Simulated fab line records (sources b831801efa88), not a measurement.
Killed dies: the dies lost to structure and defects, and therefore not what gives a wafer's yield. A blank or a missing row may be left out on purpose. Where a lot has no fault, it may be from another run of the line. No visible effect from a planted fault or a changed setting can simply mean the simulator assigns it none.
Problem report in the 8D (eight disciplines) form, filled by code :: flow sky130 :: the parts of the form that need people (team, actions taken, sign-off) are left out

## 1. PROBLEM STATEMENT
Wafers without a fault read 0.866 a.u., standard deviation 0.006; oes-product-au at SKY_METAL4_METAL_ETCH_18 reads a mean of 0.998 a.u. on 2 wafers belonging to 2 lots. Measured from the usual mean, that is +22 standard deviations.
The step: etches the open film in Cl2/BCl3, stops on SiO2, target depth 845 nm, time 183.1 s.
Earliest sighting: wafer L646.6 on rie-metal-03 at day 45 07:26. Wafers with a number at this step in the record: 41, from 14 lots. The rule behind "out" and "out of limits": a value lying over 4 standard deviations away from the usual mean. All remaining wafers that have a number are taken as sound.

## 2. WHAT THIS IS AND IS NOT
question: which readings at this step
is: oes-product-au
is not: drypump-motor-current-A, throttle-valve-pct

question: which lots
is: L646, L652
is not: L634, L635, L638, L639, L640, L641, L642, L643, L644, L647, L656, L657

question: which wafers of those lots
is: L646.6, L652.1
is not: L646.2, L646.3, L652.5

question: read on which tools
is: rie-metal-03, rie-metal-04
is not: rie-metal-02

question: when
is: from day 45 07:26
is not: up to then (29 sound wafers); but 10 sound wafers of L647, L652, L656, L657 came after

## 3. SUSPECTS, AND WHAT RULES EACH OUT
Counting: if a tool at a process step up to the reading ran every lot that is out, it stays a suspect. Sound lots after the first of them don't rule it out here, since some wafers of a struck lot are sound.
- pvd-sputter-03 at SKY_METAL4_SPUTTER_02 (material AlCu, target thk 735 nm, time 39.1 s): kept. It ran every lot that is out, first L646 (day 43 10:14); its last sound lot up to then is L642 (day 42 02:23).
- pvd-sputter-03 at SKY_METAL4_SPUTTER_03 (material Ti, target thk 5 nm, time 3.3 s): kept. It ran every lot that is out, first L646 (day 43 10:17); its last sound lot up to then is L642 (day 42 02:25).
- pecvd-04 at SKY_CAP2M_CVD_00 (deposits SiO2, target thk 15.5 nm): kept. It ran every lot that is out, first L646 (day 43 10:21); its last sound lot up to then is L644 (day 42 14:51).
The count leaves pvd-sputter-03 at SKY_METAL4_SPUTTER_02, pvd-sputter-03 at SKY_METAL4_SPUTTER_03, and pecvd-04 at SKY_CAP2M_CVD_00.

## 4. THE CAUSE (what the simulator had put in)
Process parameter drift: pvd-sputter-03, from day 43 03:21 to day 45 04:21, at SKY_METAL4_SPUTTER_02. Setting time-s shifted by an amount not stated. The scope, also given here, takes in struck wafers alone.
Counting left 3 suspects, and this tool is among them.

## 5. THE CHAIN OF EFFECTS, in route order
Rows list readings where the struck wafers' mean (over those with a number) sits beyond 3 standard deviations from the usual. Scope: only readings with a usual standard deviation given in the record; hours: median across lots of the time from each lot's start at the first step in this table that gives one to its start at this step; sigmas: change in usual standard deviations.
hours: 0
step: SKY_METAL4_METAL_ETCH_18
reading: oes-product-au
usual: 0.866 a.u.
on struck wafers: 0.998
change: +0.132
sigmas: +22
Here are the process steps it includes:
- SKY_METAL4_METAL_ETCH_18: etches the open film in Cl2/BCl3, stops on SiO2, target depth 845 nm, time 183.1 s.

## 6. WHAT WOULD HAVE CAUGHT IT SOONER
First out-of-limits reading in this record: day 45 07:26, which is 52 hours after fault onset at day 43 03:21.
No tool reading at SKY_METAL4_SPUTTER_02 that has a usual standard deviation in the record was out on any struck wafer, so an alarm limit of 4 standard deviations on those readings would not have fired.
Lots out: 2; all had begun SKY_METAL4_SPUTTER_02 on pvd-sputter-03 by day 45 07:26. Had the tool been put on hold then, not one of them would have been saved.
